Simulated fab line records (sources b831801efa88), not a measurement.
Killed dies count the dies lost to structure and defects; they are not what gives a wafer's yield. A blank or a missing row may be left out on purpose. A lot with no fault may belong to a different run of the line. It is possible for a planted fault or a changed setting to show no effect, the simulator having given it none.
fab line records || flow sky130
record: {"lots": 6, "wafers": 18, "last_day": 48}
route steps=708 shown POLY_GATE@234 LDD_N@237 PAD_OPEN@708
lots that met no fault: from a run of the same line without faults
start_h: hours from the record's first day to the start of the lot's first wafer shown || wait_h: hours elapsed since this lot's preceding step || " repeats the value in the row above || L1.1+2: a row that stands for several wafers || - no value present, or no start provided || * or withheld: withheld || < > ~ a bound
route shown NAME@n: names a module that has steps shown in the file, with the first one's number in the route || usual: the fault-free wafers' mean and standard deviation || same: alike in all rows || chamber/n: place in a boat || sites: readings site by site || _std_site: the standard deviation of these || _edge_site: the outer-site mean with the inner-site mean subtracted || radius_mm: how far each site lies from the wafer's centre || mask NAME#n: copy n || behind: the last tool/chamber to shape the wafer || hold: what put the lot on hold/how long, in hours/how the hold closed || device: the transistor (n, p or np) that didn't switch || end of line: tests run on the same wafers once the route is complete || a step without rows: its recipe alone || killed: dies that structure and defects cost at the first sort, which is not the same as the wafer's yield || map: per-die view of a wafer (x killed, . not killed, _ where there is no die)
set.NAME: the setting the step ran with; set.NAME@STEP: the setting that earlier step ran with || model.NAME: the simulator's own value behind a step, which no gauge read
lots at some steps of the route; a table a step, a row a wafer
services: from which hour (start_h, from the record's first day; less than 0 if before it) a tool's chamber was out of use, for how many hours, and why
== steps ==
step: SKY_POLY_GATE_OXIDATION_20
recipe: {"temp_c": 850, "ambient": "O2", "stabilise_s": 600, "purge_s": 300, "target_thk_a": 40, "ox_time_s": 899}
step: SKY_POLY_GATE_THK_MEAS_21
recipe: {"reads": "SiO2_of_POLY_GATE_OXIDATION_20"}
usual: {"POLY_GATE_OXIDATION_THK": "4.00/0.07"}
{"lot.wafer": "L827.2", "tool": "film_metro-01", "chamber": "-", "start_h": 429.43, "wait_h": 0.0, "POLY_GATE_OXIDATION_THK[nm]": 3.99}
{"lot.wafer": "L827.3", "tool": "film_metro-01", "chamber": "-", "start_h": 429.43, "wait_h": 0.0, "POLY_GATE_OXIDATION_THK[nm]": 4.06}
{"lot.wafer": "L827.5", "tool": "film_metro-01", "chamber": "-", "start_h": 429.43, "wait_h": 0.0, "POLY_GATE_OXIDATION_THK[nm]": 4.09}
{"lot.wafer": "L828.1", "tool": "film_metro-03", "chamber": "-", "start_h": 440.71, "wait_h": 0.0, "POLY_GATE_OXIDATION_THK[nm]": 4.04}
{"lot.wafer": "L828.4", "tool": "film_metro-03", "chamber": "-", "start_h": 440.71, "wait_h": 0.0, "POLY_GATE_OXIDATION_THK[nm]": 4.06}
{"lot.wafer": "L828.5", "tool": "film_metro-03", "chamber": "-", "start_h": 440.71, "wait_h": 0.0, "POLY_GATE_OXIDATION_THK[nm]": 4.04}
{"lot.wafer": "L832.2", "tool": "film_metro-02", "chamber": "-", "start_h": 471.88, "wait_h": 0.0, "POLY_GATE_OXIDATION_THK[nm]": 4.03}
{"lot.wafer": "L832.3", "tool": "film_metro-02", "chamber": "-", "start_h": 471.88, "wait_h": 0.0, "POLY_GATE_OXIDATION_THK[nm]": 3.97}
{"lot.wafer": "L832.6", "tool": "film_metro-02", "chamber": "-", "start_h": 471.88, "wait_h": 0.0, "POLY_GATE_OXIDATION_THK[nm]": 3.94}
{"lot.wafer": "L833.1", "tool": "film_metro-01", "chamber": "-", "start_h": 482.25, "wait_h": 0.0, "POLY_GATE_OXIDATION_THK[nm]": 3.99}
{"lot.wafer": "L833.2", "tool": "film_metro-01", "chamber": "-", "start_h": 482.25, "wait_h": 0.0, "POLY_GATE_OXIDATION_THK[nm]": 4.09}
{"lot.wafer": "L833.3", "tool": "film_metro-01", "chamber": "-", "start_h": 482.25, "wait_h": 0.0, "POLY_GATE_OXIDATION_THK[nm]": 4.08}
{"lot.wafer": "L835.2", "tool": "film_metro-03", "chamber": "-", "start_h": 485.23, "wait_h": 0.0, "POLY_GATE_OXIDATION_THK[nm]": 3.93}
{"lot.wafer": "L835.3", "tool": "film_metro-03", "chamber": "-", "start_h": 485.23, "wait_h": 0.0, "POLY_GATE_OXIDATION_THK[nm]": 4.04}
{"lot.wafer": "L835.4", "tool": "film_metro-03", "chamber": "-", "start_h": 485.23, "wait_h": 0.0, "POLY_GATE_OXIDATION_THK[nm]": 3.97}
{"lot.wafer": "L836.2", "tool": "film_metro-02", "chamber": "-", "start_h": 494.38, "wait_h": 0.0, "POLY_GATE_OXIDATION_THK[nm]": 3.97}
{"lot.wafer": "L836.3", "tool": "film_metro-02", "chamber": "-", "start_h": 494.38, "wait_h": 0.0, "POLY_GATE_OXIDATION_THK[nm]": 3.96}
{"lot.wafer": "L836.6", "tool": "film_metro-02", "chamber": "-", "start_h": 494.38, "wait_h": 0.0, "POLY_GATE_OXIDATION_THK[nm]": 4.03}
step: SKY_POLY_GATE_CD_MEAS_22
usual: {"cd_nm": "150/3.1"}
{"lot.wafer": "L827.2", "tool": "cd_sem-02", "chamber": "-", "start_h": 429.51, "wait_h": 0.1, "cd_nm": 149}
{"lot.wafer": "L827.3", "tool": "cd_sem-02", "chamber": "-", "start_h": 429.51, "wait_h": 0.1, "cd_nm": 155}
{"lot.wafer": "L827.5", "tool": "cd_sem-02", "chamber": "-", "start_h": 429.51, "wait_h": 0.1, "cd_nm": 148}
{"lot.wafer": "L828.1", "tool": "cd_sem-01", "chamber": "-", "start_h": 440.77, "wait_h": 0.1, "cd_nm": 148}
{"lot.wafer": "L828.4", "tool": "cd_sem-01", "chamber": "-", "start_h": 440.77, "wait_h": 0.1, "cd_nm": 153}
{"lot.wafer": "L828.5", "tool": "cd_sem-01", "chamber": "-", "start_h": 440.77, "wait_h": 0.1, "cd_nm": 156}
{"lot.wafer": "L832.2", "tool": "cd_sem-02", "chamber": "-", "start_h": 471.96, "wait_h": 0.1, "cd_nm": 151}
{"lot.wafer": "L832.3", "tool": "cd_sem-02", "chamber": "-", "start_h": 471.96, "wait_h": 0.1, "cd_nm": 155}
{"lot.wafer": "L832.6", "tool": "cd_sem-02", "chamber": "-", "start_h": 471.96, "wait_h": 0.1, "cd_nm": 147}
{"lot.wafer": "L833.1", "tool": "cd_sem-02", "chamber": "-", "start_h": 482.31, "wait_h": 0.1, "cd_nm": 154}
{"lot.wafer": "L833.2", "tool": "cd_sem-02", "chamber": "-", "start_h": 482.31, "wait_h": 0.1, "cd_nm": 150}
{"lot.wafer": "L833.3", "tool": "cd_sem-02", "chamber": "-", "start_h": 482.31, "wait_h": 0.1, "cd_nm": 152}
{"lot.wafer": "L835.2", "tool": "cd_sem-01", "chamber": "-", "start_h": 485.31, "wait_h": 0.1, "cd_nm": 152}
{"lot.wafer": "L835.3", "tool": "cd_sem-01", "chamber": "-", "start_h": 485.31, "wait_h": 0.1, "cd_nm": 147}
{"lot.wafer": "L835.4", "tool": "cd_sem-01", "chamber": "-", "start_h": 485.31, "wait_h": 0.1, "cd_nm": 150}
{"lot.wafer": "L836.2", "tool": "cd_sem-01", "chamber": "-", "start_h": 494.46, "wait_h": 0.1, "cd_nm": 148}
{"lot.wafer": "L836.3", "tool": "cd_sem-01", "chamber": "-", "start_h": 494.46, "wait_h": 0.1, "cd_nm": 154}
{"lot.wafer": "L836.6", "tool": "cd_sem-01", "chamber": "-", "start_h": 494.46, "wait_h": 0.1, "cd_nm": 148}
step: SKY_LDD_N_DEHYDRATE_00
recipe: {"temp_c": 200, "time_s": 60}
step: SKY_LDD_N_HMDS_01
recipe: {"prime_time_s": 60, "prime_temp_c": 120}
step: SKY_LDD_N_COAT_02
recipe: {"resist": "NOVOLAK", "spin_rpm": 3000, "resist_thk_nm": 300}
step: SKY_LDD_N_SOFTBAKE_03
recipe: {"temp_c": 90, "time_s": 60, "resist": "NOVOLAK"}
step: SKY_LDD_N_EXPOSE_04
recipe: {"mask_id": "NTM", "target_cd_nm": 840, "na": 0.6, "source_shape": "conventional", "sigma_outer": 0.6, "dose_mj": 110}
step: SKY_LDD_N_PEB_05
recipe: {"temp_c": "withheld", "time_s": "*", "resist": "NOVOLAK"}
step: SKY_LDD_N_DEVELOP_06
recipe: {"develop_time_s": 60, "dev_temp_c": 23}
step: SKY_LDD_N_OVL_MEAS_07
usual: {"LDD_N_OVL": "1.0/1.4"}
{"lot.wafer": "L827.2", "tool": "overlay-02", "chamber": "-", "start_h": 460.35, "wait_h": 0.1, "LDD_N_OVL[nm]": 2.8}
{"lot.wafer": "L827.3", "tool": "overlay-02", "chamber": "-", "start_h": 460.35, "wait_h": 0.1, "LDD_N_OVL[nm]": 1.0}
{"lot.wafer": "L827.5", "tool": "overlay-02", "chamber": "-", "start_h": 460.35, "wait_h": 0.1, "LDD_N_OVL[nm]": 2.3}
{"lot.wafer": "L828.1", "tool": "overlay-02", "chamber": "-", "start_h": 470.97, "wait_h": 0.1, "LDD_N_OVL[nm]": 0.0}
{"lot.wafer": "L828.4", "tool": "overlay-02", "chamber": "-", "start_h": 470.97, "wait_h": 0.1, "LDD_N_OVL[nm]": -0.3}
{"lot.wafer": "L828.5", "tool": "overlay-02", "chamber": "-", "start_h": 470.97, "wait_h": 0.1, "LDD_N_OVL[nm]": 1.6}
{"lot.wafer": "L832.2", "tool": "overlay-01", "chamber": "-", "start_h": 502.30, "wait_h": 0.1, "LDD_N_OVL[nm]": 0.3}
{"lot.wafer": "L832.3", "tool": "overlay-01", "chamber": "-", "start_h": 502.30, "wait_h": 0.1, "LDD_N_OVL[nm]": -1.9}
{"lot.wafer": "L832.6", "tool": "overlay-01", "chamber": "-", "start_h": 502.30, "wait_h": 0.1, "LDD_N_OVL[nm]": 0.0}
{"lot.wafer": "L833.1", "tool": "overlay-01", "chamber": "-", "start_h": 512.83, "wait_h": 0.1, "LDD_N_OVL[nm]": 0.6}
{"lot.wafer": "L833.2", "tool": "overlay-01", "chamber": "-", "start_h": 512.83, "wait_h": 0.1, "LDD_N_OVL[nm]": 0.2}
{"lot.wafer": "L833.3", "tool": "overlay-01", "chamber": "-", "start_h": 512.83, "wait_h": 0.1, "LDD_N_OVL[nm]": -1.3}
{"lot.wafer": "L835.2", "tool": "overlay-02", "chamber": "-", "start_h": 515.08, "wait_h": 0.1, "LDD_N_OVL[nm]": -2.4}
{"lot.wafer": "L835.3", "tool": "overlay-02", "chamber": "-", "start_h": 515.08, "wait_h": 0.1, "LDD_N_OVL[nm]": -0.8}
{"lot.wafer": "L835.4", "tool": "overlay-02", "chamber": "-", "start_h": 515.08, "wait_h": 0.1, "LDD_N_OVL[nm]": 1.0}
{"lot.wafer": "L836.2", "tool": "overlay-02", "chamber": "-", "start_h": 523.98, "wait_h": 0.1, "LDD_N_OVL[nm]": -0.2}
{"lot.wafer": "L836.3", "tool": "overlay-02", "chamber": "-", "start_h": 523.98, "wait_h": 0.1, "LDD_N_OVL[nm]": 0.9}
{"lot.wafer": "L836.6", "tool": "overlay-02", "chamber": "-", "start_h": 523.98, "wait_h": 0.1, "LDD_N_OVL[nm]": 0.8}
step: SKY_LDD_N_IMPLANT_08
recipe: {"species": "As", "energy_kev": 20, "dose_cm2": 7.5e+13, "tilt_deg": "withheld", "rotation_deg": 23}
step: SKY_LDD_N_IMPLANT_09
recipe: {"species": "As", "energy_kev": 20, "dose_cm2": 7.5e+13, "tilt_deg": "withheld", "rotation_deg": 113}
usual: {"beam_energy_keV": "20.001/0.0066"}
{"lot.wafer": "L827.2", "tool": "implanter-01", "chamber": 0, "start_h": 460.56, "wait_h": 0.1, "beam_energy_keV": 20.002, "model.implant.rp_nm": 16.52, "model.implant.drp_nm": 7.212}
{"lot.wafer": "L827.3", "tool": "implanter-01", "chamber": 0, "start_h": 460.56, "wait_h": 0.1, "beam_energy_keV": 20.002, "model.implant.rp_nm": 16.52, "model.implant.drp_nm": 7.212}
{"lot.wafer": "L827.5", "tool": "implanter-01", "chamber": 0, "start_h": 460.56, "wait_h": 0.1, "beam_energy_keV": 19.997, "model.implant.rp_nm": 16.52, "model.implant.drp_nm": 7.212}
{"lot.wafer": "L828.1", "tool": "implanter-01", "chamber": 0, "start_h": 471.16, "wait_h": 0.1, "beam_energy_keV": 19.996, "model.implant.rp_nm": 15.36, "model.implant.drp_nm": 7.212}
{"lot.wafer": "L828.4", "tool": "implanter-01", "chamber": 0, "start_h": 471.16, "wait_h": 0.1, "beam_energy_keV": 19.983, "model.implant.rp_nm": 15.36, "model.implant.drp_nm": 7.212}
{"lot.wafer": "L828.5", "tool": "implanter-01", "chamber": 0, "start_h": 471.16, "wait_h": 0.1, "beam_energy_keV": 19.988, "model.implant.rp_nm": 15.36, "model.implant.drp_nm": 7.212}
{"lot.wafer": "L832.2", "tool": "implanter-01", "chamber": 0, "start_h": 502.51, "wait_h": 0.1, "beam_energy_keV": 17.001, "model.implant.rp_nm": 14.14, "model.implant.drp_nm": 6.449}
{"lot.wafer": "L832.3", "tool": "implanter-01", "chamber": 0, "start_h": 502.51, "wait_h": 0.1, "beam_energy_keV": 16.993, "model.implant.rp_nm": 14.14, "model.implant.drp_nm": 6.449}
{"lot.wafer": "L832.6", "tool": "implanter-01", "chamber": 0, "start_h": 502.51, "wait_h": 0.1, "beam_energy_keV": 16.985, "model.implant.rp_nm": 14.14, "model.implant.drp_nm": 6.449}
{"lot.wafer": "L833.1", "tool": "implanter-01", "chamber": 0, "start_h": 513.01, "wait_h": 0.1, "beam_energy_keV": 16.982, "model.implant.rp_nm": 13.63, "model.implant.drp_nm": 6.449}
{"lot.wafer": "L833.2", "tool": "implanter-01", "chamber": 0, "start_h": 513.01, "wait_h": 0.1, "beam_energy_keV": 16.982, "model.implant.rp_nm": 13.63, "model.implant.drp_nm": 6.449}
{"lot.wafer": "L833.3", "tool": "implanter-01", "chamber": 0, "start_h": 513.01, "wait_h": 0.1, "beam_energy_keV": 16.980, "model.implant.rp_nm": 13.63, "model.implant.drp_nm": 6.449}
{"lot.wafer": "L835.2", "tool": "implanter-04", "chamber": 0, "start_h": 515.29, "wait_h": 0.1, "beam_energy_keV": 19.995, "model.implant.rp_nm": 15.69, "model.implant.drp_nm": 7.212}
{"lot.wafer": "L835.3", "tool": "implanter-04", "chamber": 0, "start_h": 515.29, "wait_h": 0.1, "beam_energy_keV": 20.001, "model.implant.rp_nm": 15.69, "model.implant.drp_nm": 7.212}
{"lot.wafer": "L835.4", "tool": "implanter-04", "chamber": 0, "start_h": 515.29, "wait_h": 0.1, "beam_energy_keV": 19.992, "model.implant.rp_nm": 15.69, "model.implant.drp_nm": 7.212}
{"lot.wafer": "L836.2", "tool": "implanter-04", "chamber": 0, "start_h": 524.19, "wait_h": 0.1, "beam_energy_keV": 19.996, "model.implant.rp_nm": 15.67, "model.implant.drp_nm": 7.212}
{"lot.wafer": "L836.3", "tool": "implanter-04", "chamber": 0, "start_h": 524.19, "wait_h": 0.1, "beam_energy_keV": 19.995, "model.implant.rp_nm": 15.67, "model.implant.drp_nm": 7.212}
{"lot.wafer": "L836.6", "tool": "implanter-04", "chamber": 0, "start_h": 524.19, "wait_h": 0.1, "beam_energy_keV": 19.999, "model.implant.rp_nm": 15.67, "model.implant.drp_nm": 7.212}
step: SKY_LDD_N_IMPLANT_10
recipe: {"species": "As", "energy_kev": 20, "dose_cm2": 7.5e+13, "tilt_deg": "withheld", "rotation_deg": 203}
step: SKY_PAD_OPEN_PROBE_99
usual: {"killed_at_M0_to_M3": "43/6.5", "killed_at_M4_up": "3.3/2", "killed_at_contacts": "24/5.2", "killed_at_front_end": "16/4.2", "killed_at_other": "0.3/0.6", "killed_dies": "87/9.3", "killed_open": "47/7.8", "killed_short": "39/6.2"}
same: {"gross_dies": 492, "killed_at_back_side": 0}
{"lot.wafer": "L827.2", "tool": "prober-02", "chamber": "-", "start_h": 1111.60, "wait_h": 0.1, "killed_at_M0_to_M3": 32, "killed_at_M4_up": 4, "killed_at_contacts": 29, "killed_at_front_end": 13, "killed_at_other": 0, "killed_dies": 78, "killed_open": 49, "killed_short": 29, "model.etest.tip_n.rs_ohm_sq": 433.2}
{"lot.wafer": "L827.3", "tool": "prober-02", "chamber": "-", "start_h": 1111.65, "wait_h": 0.2, "killed_at_M0_to_M3": 37, "killed_at_M4_up": 2, "killed_at_contacts": 34, "killed_at_front_end": 19, "killed_at_other": 0, "killed_dies": 92, "killed_open": 47, "killed_short": 45, "model.etest.tip_n.rs_ohm_sq": 435.7}
{"lot.wafer": "L827.5", "tool": "prober-02", "chamber": "-", "start_h": 1111.75, "wait_h": 0.2, "killed_at_M0_to_M3": 38, "killed_at_M4_up": 6, "killed_at_contacts": 31, "killed_at_front_end": 14, "killed_at_other": 1, "killed_dies": 90, "killed_open": 53, "killed_short": 37, "model.etest.tip_n.rs_ohm_sq": 436.1}
{"lot.wafer": "L828.1", "tool": "prober-02", "chamber": "-", "start_h": 1118.63, "wait_h": 0.1, "killed_at_M0_to_M3": 34, "killed_at_M4_up": 3, "killed_at_contacts": 25, "killed_at_front_end": 10, "killed_at_other": 0, "killed_dies": 72, "killed_open": 42, "killed_short": 30, "model.etest.tip_n.rs_ohm_sq": 443.9}
{"lot.wafer": "L828.4", "tool": "prober-02", "chamber": "-", "start_h": 1118.78, "wait_h": 0.2, "killed_at_M0_to_M3": 48, "killed_at_M4_up": 3, "killed_at_contacts": 37, "killed_at_front_end": 15, "killed_at_other": 1, "killed_dies": 104, "killed_open": 53, "killed_short": 49, "model.etest.tip_n.rs_ohm_sq": 446.3}
{"lot.wafer": "L828.5", "tool": "prober-02", "chamber": "-", "start_h": 1118.83, "wait_h": 0.2, "killed_at_M0_to_M3": 46, "killed_at_M4_up": 5, "killed_at_contacts": 26, "killed_at_front_end": 10, "killed_at_other": 1, "killed_dies": 88, "killed_open": 48, "killed_short": 40, "model.etest.tip_n.rs_ohm_sq": 446.7}
{"lot.wafer": "L832.2", "tool": "prober-02", "chamber": "-", "start_h": 1138.64, "wait_h": 0.1, "killed_at_M0_to_M3": 35, "killed_at_M4_up": 2, "killed_at_contacts": 26, "killed_at_front_end": 10, "killed_at_other": 0, "killed_dies": 73, "killed_open": 35, "killed_short": 38, "model.etest.tip_n.rs_ohm_sq": 449.1}
{"lot.wafer": "L832.3", "tool": "prober-02", "chamber": "-", "start_h": 1138.69, "wait_h": 0.2, "killed_at_M0_to_M3": 43, "killed_at_M4_up": 6, "killed_at_contacts": 19, "killed_at_front_end": 22, "killed_at_other": 0, "killed_dies": 90, "killed_open": 48, "killed_short": 42, "model.etest.tip_n.rs_ohm_sq": 457}
{"lot.wafer": "L832.6", "tool": "prober-02", "chamber": "-", "start_h": 1138.84, "wait_h": 0.2, "killed_at_M0_to_M3": 45, "killed_at_M4_up": 1, "killed_at_contacts": 27, "killed_at_front_end": 15, "killed_at_other": 1, "killed_dies": 89, "killed_open": 54, "killed_short": 35, "model.etest.tip_n.rs_ohm_sq": 453.7}
{"lot.wafer": "L833.1", "tool": "prober-02", "chamber": "-", "start_h": 1147.13, "wait_h": 0.1, "killed_at_M0_to_M3": 41, "killed_at_M4_up": 2, "killed_at_contacts": 32, "killed_at_front_end": 24, "killed_at_other": 1, "killed_dies": 100, "killed_open": 67, "killed_short": 31, "model.etest.tip_n.rs_ohm_sq": 452.1}
{"lot.wafer": "L833.2", "tool": "prober-02", "chamber": "-", "start_h": 1147.18, "wait_h": 0.1, "killed_at_M0_to_M3": 43, "killed_at_M4_up": 7, "killed_at_contacts": 27, "killed_at_front_end": 12, "killed_at_other": 0, "killed_dies": 89, "killed_open": 40, "killed_short": 47, "model.etest.tip_n.rs_ohm_sq": 456.9}
{"lot.wafer": "L833.3", "tool": "prober-02", "chamber": "-", "start_h": 1147.23, "wait_h": 0.2, "killed_at_M0_to_M3": 37, "killed_at_M4_up": 1, "killed_at_contacts": 23, "killed_at_front_end": 13, "killed_at_other": 1, "killed_dies": 75, "killed_open": 45, "killed_short": 30, "model.etest.tip_n.rs_ohm_sq": 454.4}
{"lot.wafer": "L835.2", "tool": "prober-01", "chamber": "-", "start_h": 1148.26, "wait_h": 0.1, "killed_at_M0_to_M3": 47, "killed_at_M4_up": 6, "killed_at_contacts": 9, "killed_at_front_end": 7, "killed_at_other": 0, "killed_dies": 69, "killed_open": 32, "killed_short": 37, "model.etest.tip_n.rs_ohm_sq": 441.5}
{"lot.wafer": "L835.3", "tool": "prober-01", "chamber": "-", "start_h": 1148.31, "wait_h": 0.2, "killed_at_M0_to_M3": 34, "killed_at_M4_up": 4, "killed_at_contacts": 21, "killed_at_front_end": 10, "killed_at_other": 1, "killed_dies": 70, "killed_open": 41, "killed_short": 28, "model.etest.tip_n.rs_ohm_sq": 439.7}
{"lot.wafer": "L835.4", "tool": "prober-01", "chamber": "-", "start_h": 1148.36, "wait_h": 0.2, "killed_at_M0_to_M3": 41, "killed_at_M4_up": 0, "killed_at_contacts": 20, "killed_at_front_end": 19, "killed_at_other": 2, "killed_dies": 82, "killed_open": 45, "killed_short": 37, "model.etest.tip_n.rs_ohm_sq": 441.7}
{"lot.wafer": "L836.2", "tool": "prober-02", "chamber": "-", "start_h": 1150.39, "wait_h": 0.1, "killed_at_M0_to_M3": 51, "killed_at_M4_up": 4, "killed_at_contacts": 29, "killed_at_front_end": 12, "killed_at_other": 0, "killed_dies": 96, "killed_open": 40, "killed_short": 56, "model.etest.tip_n.rs_ohm_sq": 445.4}
{"lot.wafer": "L836.3", "tool": "prober-02", "chamber": "-", "start_h": 1150.44, "wait_h": 0.2, "killed_at_M0_to_M3": 45, "killed_at_M4_up": 1, "killed_at_contacts": 23, "killed_at_front_end": 25, "killed_at_other": 1, "killed_dies": 95, "killed_open": 54, "killed_short": 41, "model.etest.tip_n.rs_ohm_sq": 443.8}
{"lot.wafer": "L836.6", "tool": "prober-02", "chamber": "-", "start_h": 1150.59, "wait_h": 0.2, "killed_at_M0_to_M3": 38, "killed_at_M4_up": 4, "killed_at_contacts": 23, "killed_at_front_end": 17, "killed_at_other": 0, "killed_dies": 82, "killed_open": 36, "killed_short": 45, "model.etest.tip_n.rs_ohm_sq": 441.1}
killed by level:class
L827.2 CONTACT:geometric_particle:open=16 VIA1:geometric_particle:open=12 LI_CONTACT:geometric_particle:open=7 FIELD_ISO:geometric_particle:open=6 METAL2:geometric_particle:short=6 METAL4:geometric_particle:short=4 VIA2:geometric_particle:open=4 LOCAL_INTERCONNECT:geometric_particle:short=3
L827.3 VIA2:geometric_particle:open=11 CONTACT:geometric_particle:short=10 CONTACT:geometric_particle:open=9 METAL1:geometric_particle:short=8 FIELD_ISO:geometric_particle:short=7 LI_CONTACT:geometric_particle:open=7 FIELD_ISO:geometric_particle:open=4 POLY_GATE:geometric_particle:open=4
L827.5 CONTACT:geometric_particle:open=12 CONTACT:geometric_particle:short=10 VIA2:geometric_particle:open=8 VIA1:geometric_particle:open=7 LI_CONTACT:geometric_particle:open=6 FIELD_ISO:geometric_particle:short=5 METAL3:geometric_particle:short=5 FIELD_ISO:geometric_particle:open=4
L828.1 LI_CONTACT:geometric_particle:open=10 VIA1:geometric_particle:open=8 CONTACT:geometric_particle:open=6 METAL1:geometric_particle:short=5 FIELD_ISO:geometric_particle:open=4 CONTACT:geometric_particle:short=4 VIA1:geometric_particle:short=4 POLY_GATE:geometric_particle:open=3
L828.4 CONTACT:geometric_particle:open=13 VIA1:geometric_particle:open=9 LI_CONTACT:geometric_particle:open=8 VIA2:geometric_particle:open=7 LOCAL_INTERCONNECT:geometric_particle:short=6 CONTACT:geometric_particle:short=6 METAL1:geometric_particle:short=6 METAL2:geometric_particle:short=6
L828.5 VIA1:geometric_particle:open=13 LI_CONTACT:geometric_particle:open=10 VIA1:geometric_particle:short=7 VIA2:geometric_particle:open=7 METAL4:geometric_particle:short=5 CONTACT:geometric_particle:short=5 METAL2:geometric_particle:open=4 POLY_GATE:geometric_particle:open=4
L832.2 CONTACT:geometric_particle:open=10 METAL2:geometric_particle:short=7 FIELD_ISO:geometric_particle:short=7 LI_CONTACT:geometric_particle:open=6 VIA1:geometric_particle:short=6 VIA2:geometric_particle:open=6 VIA1:geometric_particle:open=5 LI_CONTACT:geometric_particle:short=4
L832.3 VIA1:geometric_particle:open=17 POLY_GATE:geometric_particle:short=8 LI_CONTACT:geometric_particle:open=8 METAL2:geometric_particle:short=7 FIELD_ISO:geometric_particle:short=4 CONTACT:geometric_particle:short=4 VIA2:geometric_particle:open=4 METAL1:geometric_particle:short=4
L832.6 VIA1:geometric_particle:open=10 LI_CONTACT:geometric_particle:open=8 VIA3:geometric_particle:open=8 CONTACT:geometric_particle:open=7 CONTACT:geometric_particle:short=5 SPACER:geometric_particle:open=4 VIA3:geometric_particle:short=4 METAL1:geometric_particle:open=4
L833.1 CONTACT:geometric_particle:open=19 VIA1:geometric_particle:open=16 METAL1:geometric_particle:short=8 LI_CONTACT:geometric_particle:open=7 FIELD_ISO:geometric_particle:open=6 POLY_GATE:geometric_particle:open=5 FIELD_ISO:geometric_particle:short=4 METAL2:geometric_particle:short=4
L833.2 CONTACT:geometric_particle:open=10 METAL1:geometric_particle:short=8 LI_CONTACT:geometric_particle:open=7 VIA1:geometric_particle:open=7 VIA1:geometric_particle:short=7 LI_CONTACT:geometric_particle:short=6 METAL4:geometric_particle:short=6 FIELD_ISO:geometric_particle:short=4
L833.3 CONTACT:geometric_particle:open=12 VIA1:geometric_particle:open=10 VIA2:geometric_particle:open=8 CONTACT:geometric_particle:short=6 METAL2:geometric_particle:short=6 FIELD_ISO:geometric_particle:open=5 LI_CONTACT:geometric_particle:open=3 METAL1:geometric_particle:short=3
L835.2 VIA1:geometric_particle:open=10 METAL1:geometric_particle:short=7 VIA2:geometric_particle:short=6 VIA2:geometric_particle:open=6 VIA1:geometric_particle:short=5 VIA3:geometric_particle:short=5 LI_CONTACT:geometric_particle:open=4 METAL4:geometric_particle:short=4
L835.3 CONTACT:geometric_particle:open=10 VIA1:geometric_particle:open=9 METAL1:geometric_particle:short=6 LI_CONTACT:geometric_particle:open=5 METAL2:geometric_particle:short=5 VIA2:geometric_particle:open=4 FIELD_ISO:geometric_particle:open=3 POLY_GATE:geometric_particle:open=3
L835.4 VIA1:geometric_particle:open=11 POLY_GATE:geometric_particle:open=7 CONTACT:geometric_particle:open=7 POLY_GATE:geometric_particle:short=6 LI_CONTACT:geometric_particle:open=5 METAL3:geometric_particle:short=4 LI_CONTACT:geometric_particle:short=4 METAL1:geometric_particle:short=4
L836.2 VIA1:geometric_particle:open=12 METAL2:geometric_particle:short=9 METAL1:geometric_particle:short=8 CONTACT:geometric_particle:open=7 VIA3:geometric_particle:open=7 LI_CONTACT:geometric_particle:open=7 CONTACT:geometric_particle:short=6 POLY_GATE:geometric_particle:short=5
L836.3 CONTACT:geometric_particle:open=9 VIA1:geometric_particle:open=9 POLY_GATE:geometric_particle:open=8 METAL1:geometric_particle:short=8 POLY_GATE:geometric_particle:short=7 LI_CONTACT:geometric_particle:open=7 VIA1:geometric_particle:short=5 VIA2:geometric_particle:open=5
L836.6 CONTACT:geometric_particle:open=9 VIA1:geometric_particle:short=8 FIELD_ISO:geometric_particle:short=7 VIA1:geometric_particle:open=7 METAL1:geometric_particle:short=6 LI_CONTACT:geometric_particle:open=5 VIA3:geometric_particle:open=5 METAL2:geometric_particle:short=5
== services ==
{"tool": "implanter-04", "chamber": "-", "start_h": 459.27, "hours": 6.6, "kind": "repair"}
== key ==
first_sign: {"step": "SKY_LDD_N_IMPLANT_09", "reading": "beam_energy_keV", "direction": "down", "sigmas": "99+", "usual": "*", "struck": "*"}
effect none on later readings
model_effect: {"step": "SKY_LDD_N_IMPLANT_09", "value": "implant.rp_nm", "without": 15.62, "struck": 13.88}
model_effect: {"step": "SKY_PAD_OPEN_PROBE_99", "value": "etest.tip_n.rs_ohm_sq", "without": 444.7, "struck": 453.9}
met_at SKY_LDD_N_IMPLANT_09
struck_wafers L832.2,L832.3,L832.6,L833.1,L833.2,L833.3
tester_left_out L832,L833
onset_between 471.16 502.51
fault: {"kind": "process_parameter_drift", "tool": "implanter-01", "chamber": "-", "onset_h": 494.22, "steps": "SKY_LDD_N_IMPLANT_09", "channel": "energy_kev", "offset": "*", "shape": "step", "end_h": 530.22, "acts_in": "*", "stated": "*"}
tester_left_out: of these lots the tester's yield and bins aren't shown, on N5 and GAA mostly nor the transistor test; their killed dies are dies lost to structure and defects alone, not to doping, threshold or leakage, so they don't give the yield
